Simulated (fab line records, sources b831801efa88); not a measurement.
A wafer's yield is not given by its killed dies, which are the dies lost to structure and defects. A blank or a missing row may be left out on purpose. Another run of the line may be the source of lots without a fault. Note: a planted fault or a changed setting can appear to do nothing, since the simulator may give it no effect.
Which of the tools did it? :: flow gf180mcu :: 12 lots with 36 wafers sampled at 5 steps, on a route of 602 steps

== WHAT THE GAUGES SHOWED, per wafer ==
GF_V5_THK_MEAS_01.
lot: L075
measured: day 26 14:36
on: filmMetro-04
V5_CVD_00_THK (nm): 302.8 303.7 302.6

lot: L076
measured: day 27 06:02
on: filmMetro-04
V5_CVD_00_THK (nm): 304.7 300.6 297.8

lot: L079
measured: day 27 19:20
on: filmMetro-04
V5_CVD_00_THK (nm): 302.2 298.6 299.4

lot: L081
measured: day 28 16:59
on: filmMetro-04
V5_CVD_00_THK (nm): 300.3 299.8 299.7

lot: L083
measured: day 29 02:23
on: filmMetro-01
V5_CVD_00_THK (nm): 305.8 306.5 305.8

lot: L085
measured: day 29 19:58
on: filmMetro-03
V5_CVD_00_THK (nm): 303.2 303.5 302.5

lot: L087
measured: day 30 07:15
on: filmMetro-04
V5_CVD_00_THK (nm): 299.5 301.2 300.8

lot: L089
measured: day 30 18:34
on: filmMetro-04
V5_CVD_00_THK (nm): 299.6 302.8 301.4

lot: L091
measured: day 31 12:21
on: filmMetro-03
V5_CVD_00_THK (nm): 299.0 298.5 300.9

lot: L093
measured: day 31 19:58
on: filmMetro-04
V5_CVD_00_THK (nm): 302.5 300.6 303.4

lot: L095
measured: day 32 13:18
on: filmMetro-03
V5_CVD_00_THK (nm): 293.8 298.0 294.0

lot: L097
measured: day 32 22:58
on: filmMetro-01
V5_CVD_00_THK (nm): 305.5 303.6 304.6

== WHAT TOOL EACH LOT RAN ON (gives the tool, then ch and the chambers of the sampled wafers, and finally the start) ==
lot: L075
GF_M4_SPUTTER_02: pvdSputter-04, day 22 18:08
GF_M4_STRIP_17: plasmaAsher-01 ch 0,1, day 23 17:35
GF_V4_SPUTTER_21: pvdSputter-01, day 24 17:55
GF_MIM_SPUTTER_02: pvdSputter-02, day 24 18:45

lot: L076
GF_M4_SPUTTER_02: pvdSputter-04, day 23 10:43
GF_M4_STRIP_17: plasmaAsher-01 ch 0,1, day 24 08:50
GF_V4_SPUTTER_21: pvdSputter-02, day 25 09:07
GF_MIM_SPUTTER_02: pvdSputter-03, day 25 09:56

lot: L079
GF_M4_SPUTTER_02: pvdSputter-03, day 24 01:07
GF_M4_STRIP_17: plasmaAsher-01 ch 0,1, day 24 23:02
GF_V4_SPUTTER_21: pvdSputter-04, day 25 22:31
GF_MIM_SPUTTER_02: pvdSputter-01, day 25 23:26

lot: L081
GF_M4_SPUTTER_02: pvdSputter-03, day 25 00:47
GF_M4_STRIP_17: plasmaAsher-03 ch 0,1, day 25 22:46
GF_V4_SPUTTER_21: pvdSputter-01, day 26 22:09
GF_MIM_SPUTTER_02: pvdSputter-02, day 26 22:59

lot: L083
GF_M4_SPUTTER_02: pvdSputter-04, day 25 11:19
GF_M4_STRIP_17: plasmaAsher-03 ch 0,1, day 26 08:35
GF_V4_SPUTTER_21: pvdSputter-01, day 27 07:55
GF_MIM_SPUTTER_02: pvdSputter-02, day 27 08:50

lot: L085
GF_M4_SPUTTER_02: pvdSputter-02, day 26 07:04
GF_M4_STRIP_17: plasmaAsher-03 ch 1, day 27 04:53
GF_V4_SPUTTER_21: pvdSputter-04, day 28 03:01
GF_MIM_SPUTTER_02: pvdSputter-02, day 28 03:50

lot: L087
GF_M4_SPUTTER_02: pvdSputter-03, day 26 20:07
GF_M4_STRIP_17: plasmaAsher-01 ch 0,1, day 27 16:27
GF_V4_SPUTTER_21: pvdSputter-01, day 28 14:13
GF_MIM_SPUTTER_02: pvdSputter-03, day 28 15:02

lot: L089
GF_M4_SPUTTER_02: pvdSputter-02, day 27 10:36
GF_M4_STRIP_17: plasmaAsher-03 ch 0,1, day 28 06:53
GF_V4_SPUTTER_21: pvdSputter-04, day 29 03:52
GF_MIM_SPUTTER_02: pvdSputter-02, day 29 04:41

lot: L091
GF_M4_SPUTTER_02: pvdSputter-02, day 28 05:41
GF_M4_STRIP_17: plasmaAsher-03 ch 0,1, day 29 01:14
GF_V4_SPUTTER_21: pvdSputter-02, day 29 22:08
GF_MIM_SPUTTER_02: pvdSputter-02, day 29 22:57

lot: L093
GF_M4_SPUTTER_02: pvdSputter-04, day 28 14:02
GF_M4_STRIP_17: plasmaAsher-03 ch 0,1, day 29 09:55
GF_V4_SPUTTER_21: pvdSputter-04, day 30 06:22
GF_MIM_SPUTTER_02: pvdSputter-03, day 30 07:11

lot: L095
GF_M4_SPUTTER_02: pvdSputter-03, day 29 09:56
GF_M4_STRIP_17: plasmaAsher-03 ch 0,1, day 30 05:17
GF_V4_SPUTTER_21: pvdSputter-02, day 31 00:58
GF_MIM_SPUTTER_02: pvdSputter-01, day 31 02:16

lot: L097
GF_M4_SPUTTER_02: pvdSputter-02, day 29 20:32
GF_M4_STRIP_17: plasmaAsher-01 ch 0,1, day 30 14:41
GF_V4_SPUTTER_21: pvdSputter-04, day 31 11:12
GF_MIM_SPUTTER_02: pvdSputter-02, day 31 12:01
- GF_M4_SPUTTER_02: material AlCu, target thk 450 nm, time 23.9 s.
- GF_M4_STRIP_17: strips in O2/N2.
- GF_V4_SPUTTER_21: material Ti, target thk 15 nm, time 80.02 s.
- GF_MIM_SPUTTER_02: material AlCu, target thk 450 nm, time 23.9 s.

== THE ANSWER, worked out from the rows above alone ==
Rule: what is usual is taken from the lots themselves. Put in order of their means at a reading, lots are off if they are a third of the lots or fewer, leave a main group of 4 or more, and stand apart from it by a gap of 3 or more times the standard deviation of the main group's means; of several such gaps the widest counts. Not used: any main group whose means are identical at the precision the tables above print for the reading. A lot without any number at a reading at which 4 lots or more have one is off too. All remaining lots with rows at the step are treated as sound.
No lot is off on any of the readings shown, so nothing can be concluded from this.

== WHAT THE SIMULATOR PUT IN ==
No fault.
